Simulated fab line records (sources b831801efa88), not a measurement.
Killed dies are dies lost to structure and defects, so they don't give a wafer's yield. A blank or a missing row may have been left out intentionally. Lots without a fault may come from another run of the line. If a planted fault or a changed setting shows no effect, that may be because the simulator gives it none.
Check for tools in common / flow gf180mcu / 12 lots, 36 wafers sampled

## WHY THIS WAS OPENED
3 of 12 lots carry a flag on the reading LVPWELL_OVL at GF_LVPWELL_OVL_MEAS_07. Wafers without a fault read -0.1 nm, standard deviation 1.6.
Rule: a lot gets a flag if all its wafers with a number sit over 4 standard deviations from that mean, or if no wafer of it has a number. As for the other lots, they are considered sound.

lot=L561; measured=day 4 02:16; on=overlay-01; LVPWELL_OVL (nm), wafer by wafer=-1.1 -2.5 -1.8; flag=
lot=L562; measured=day 4 06:50; on=overlay-02; LVPWELL_OVL (nm), wafer by wafer=-0.6 1.1 -1.4; flag=
lot=L564; measured=day 4 19:29; on=overlay-02; LVPWELL_OVL (nm), wafer by wafer=-0.8 -1.8 -1.3; flag=
lot=L565; measured=day 5 03:37; on=overlay-01; LVPWELL_OVL (nm), wafer by wafer=-141.4 -141.6 -141.3; flag=FLAGGED
lot=L567; measured=day 5 12:41; on=overlay-01; LVPWELL_OVL (nm), wafer by wafer=-141.5 -142.0 -140.3; flag=FLAGGED
lot=L568; measured=day 5 15:45; on=overlay-01; LVPWELL_OVL (nm), wafer by wafer=-139.8 -140.4 -140.8; flag=FLAGGED
lot=L575; measured=day 7 10:02; on=overlay-02; LVPWELL_OVL (nm), wafer by wafer=-1.5 -1.1 0.5; flag=
lot=L576; measured=day 7 14:22; on=overlay-02; LVPWELL_OVL (nm), wafer by wafer=0.0 0.3 -1.2; flag=
lot=L577; measured=day 7 20:37; on=overlay-01; LVPWELL_OVL (nm), wafer by wafer=2.1 1.3 2.7; flag=
lot=L579; measured=day 8 10:59; on=overlay-02; LVPWELL_OVL (nm), wafer by wafer=1.4 1.2 1.2; flag=
lot=L582; measured=day 9 02:32; on=overlay-01; LVPWELL_OVL (nm), wafer by wafer=2.3 0.8 1.8; flag=
lot=L583; measured=day 9 09:41; on=overlay-01; LVPWELL_OVL (nm), wafer by wafer=2.1 3.2 2.1; flag=
On average the flagged lots' numbers are -141.0 nm, which is -140.9 nm against the usual, or -88 standard deviations.

## WHICH TOOL RAN EACH LOT
The record keeps 1 process step preceding the reading, out of 602 steps on the route. Read each cell as the tool, then ch plus the chambers that the sampled wafers visited, then the start.
lot=L561; flag=; GF_LVPWELL_EXPOSE_04=iline-stepper-02 ch 0, day 3 19:43
lot=L562; flag=; GF_LVPWELL_EXPOSE_04=iline-stepper-01 ch 0, day 4 00:41
lot=L564; flag=; GF_LVPWELL_EXPOSE_04=iline-stepper-02 ch 0, day 4 13:01
lot=L565; flag=FLAGGED; GF_LVPWELL_EXPOSE_04=iline-stepper-02 ch 0, day 4 20:42
lot=L567; flag=FLAGGED; GF_LVPWELL_EXPOSE_04=iline-stepper-02 ch 0, day 5 05:41
lot=L568; flag=FLAGGED; GF_LVPWELL_EXPOSE_04=iline-stepper-02 ch 0, day 5 08:48
lot=L575; flag=; GF_LVPWELL_EXPOSE_04=iline-stepper-01 ch 0, day 7 01:55
lot=L576; flag=; GF_LVPWELL_EXPOSE_04=iline-stepper-01 ch 0, day 7 06:17
lot=L577; flag=; GF_LVPWELL_EXPOSE_04=iline-stepper-01 ch 0, day 7 12:43
lot=L579; flag=; GF_LVPWELL_EXPOSE_04=iline-stepper-01 ch 0, day 8 02:28
lot=L582; flag=; GF_LVPWELL_EXPOSE_04=iline-stepper-01 ch 0, day 8 17:40
lot=L583; flag=; GF_LVPWELL_EXPOSE_04=iline-stepper-01 ch 0, day 9 00:29
What the steps here do:
- GF_LVPWELL_EXPOSE_04: exposes mask LVPWELL, target cd 600 nm.
- GF_LVPWELL_OVL_MEAS_07

## FLAGGED OVER TOTAL, TOOL BY TOOL (the gauges that took the reading come last)
step=GF_LVPWELL_EXPOSE_04; tool=iline-stepper-01; lots run=7; flagged=0; share of the flagged lots=none; sound lots run after its first flagged lot=-
step=GF_LVPWELL_EXPOSE_04; tool=iline-stepper-02; lots run=5; flagged=3; share of the flagged lots=all; sound lots run after its first flagged lot=0
step=GF_LVPWELL_OVL_MEAS_07; tool=overlay-01; lots run=7; flagged=3; share of the flagged lots=all; sound lots run after its first flagged lot=3 (L577,L582,L583)
step=GF_LVPWELL_OVL_MEAS_07; tool=overlay-02; lots run=5; flagged=0; share of the flagged lots=none; sound lots run after its first flagged lot=-

## WHAT THE TABLE PERMITS
iline-stepper-02 at GF_LVPWELL_EXPOSE_04 and overlay-01 at GF_LVPWELL_OVL_MEAS_07 are the 2 rows of the table that ran each flagged lot.
- iline-stepper-02 at GF_LVPWELL_EXPOSE_04 ran 5 lots, 3 of them flagged. A fault beginning between L564 (day 4 13:01), its last sound lot, and L565 (day 4 20:42), its first flagged one, fits the data.
- overlay-01 at GF_LVPWELL_OVL_MEAS_07 ran 7 lots, 3 of them flagged. Lots that were sound ran on it after the first flagged one (L577, L582, L583); a persistent fault on the entire tool would not allow that.
Left over: one tool, iline-stepper-02 at GF_LVPWELL_EXPOSE_04.

## WHAT THE SIMULATOR HAD INSERTED
Scanner matching overlay: iline-stepper-02, from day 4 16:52 on, at GF_LVPWELL_EXPOSE_04. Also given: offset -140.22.
Lots struck among those shown: L565, L567, L568. The rule given above showed the same thing.
